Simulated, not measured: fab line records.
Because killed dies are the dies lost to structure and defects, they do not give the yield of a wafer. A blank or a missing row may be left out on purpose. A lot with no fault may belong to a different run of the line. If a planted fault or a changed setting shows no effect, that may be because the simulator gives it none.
Chamber matching    flow sky130    SKY_VIA3_ETCH_14 on rieDiel-03: 4 sister chambers
The step etches BARC in N2/H2, stops on SiO2, time 45.9 s, target depth 60 nm. 22 wafers are shown with their chamber, then 11 later ones without.

== WAFERS WITH THEIR CHAMBER ==
wafer   chamber  drypumpMotorCurrentA (A)  oesProductAu (a.u.)  throttleValvePct (%)
L077.1  2        6.6                       0.860                13.219
L077.2  0        5.6                       0.860                13.228
L077.3  3        5.4                       0.858                13.232
L077.4  1        6.0                       0.858                13.222
L077.5  3        5.4                       0.856                13.237
L077.6  2        6.6                       0.854                13.226
L085.1  1        6.0                       0.848                13.242
L085.3  0        5.6                       0.857                13.228
L085.4  0        5.6                       0.857                13.222
L086.1  2        6.7                       0.855                13.221
L086.4  2        6.6                       0.857                13.223
L086.6  1        6.0                       0.847                13.209
L088.1  3        5.4                       0.859                13.214
L088.3  3        5.4                       0.852                13.222
L088.5  3        5.4                       0.856                13.219
L090.1  0        5.6                       0.852                13.219
L090.4  3        5.4                       0.857                13.227
L090.6  3        5.4                       0.864                13.211
L091.1  0        5.6                       0.859                13.222
L091.2  2        6.6                       0.863                13.235
L091.4  1        6.0                       0.850                13.232
L093.3  2        6.7                       0.856                13.219

SIGNATURES, as means of the wafers listed above
reading               chamber 0  chamber 1  chamber 2  chamber 3  scatter within a chamber
drypumpMotorCurrentA  5.600      6.000      6.633      5.400      0.0272
oesProductAu          0.85700    0.85075    0.85750    0.85743    0.00373
throttleValvePct      13.22380   13.22625   13.22383   13.22314   0.00876
Rule: a wafer lies at a distance from a chamber equal to the root of the sum of squares, over the readings, of (its reading less the chamber's mean, divided by the reading's scatter). The wafer belongs to the nearest chamber; if the next one is less than 2 further off, it can't be placed. The scatter: the root of (the sum of the squares of (reading less its chamber's mean) over the shown wafers, divided by (wafers less chambers)).

== WAFERS MISSING THEIR CHAMBER ==
wafer   drypumpMotorCurrentA (A)  oesProductAu (a.u.)  throttleValvePct (%)
L093.4  5.6                       0.846                13.239
L093.6  6.0                       0.851                13.211
L097.1  6.7                       0.853                13.225
L097.2  5.4                       0.849                13.215
L097.3  6.0                       0.857                13.235
L097.4  5.6                       0.848                13.224
L097.5  6.7                       0.856                13.218
L097.6  6.0                       0.852                13.225
L096.1  6.6                       0.852                13.238
L096.2  5.6                       0.854                13.229
L096.3  6.1                       0.845                13.222

== THE CHAMBER EACH PASSED THROUGH ==
wafer   from the rows above  in truth
L093.4  0                    0
L093.6  1                    1
L097.1  2                    2
L097.2  3                    3
L097.3  1                    1
L097.4  0                    0
L097.5  2                    2
L097.6  1                    1
L096.1  2                    2
L096.2  0                    0
L096.3  1                    1
Correctly placed: 11 of 11. Number that these rows cannot place: 0. 0 placed wrongly.
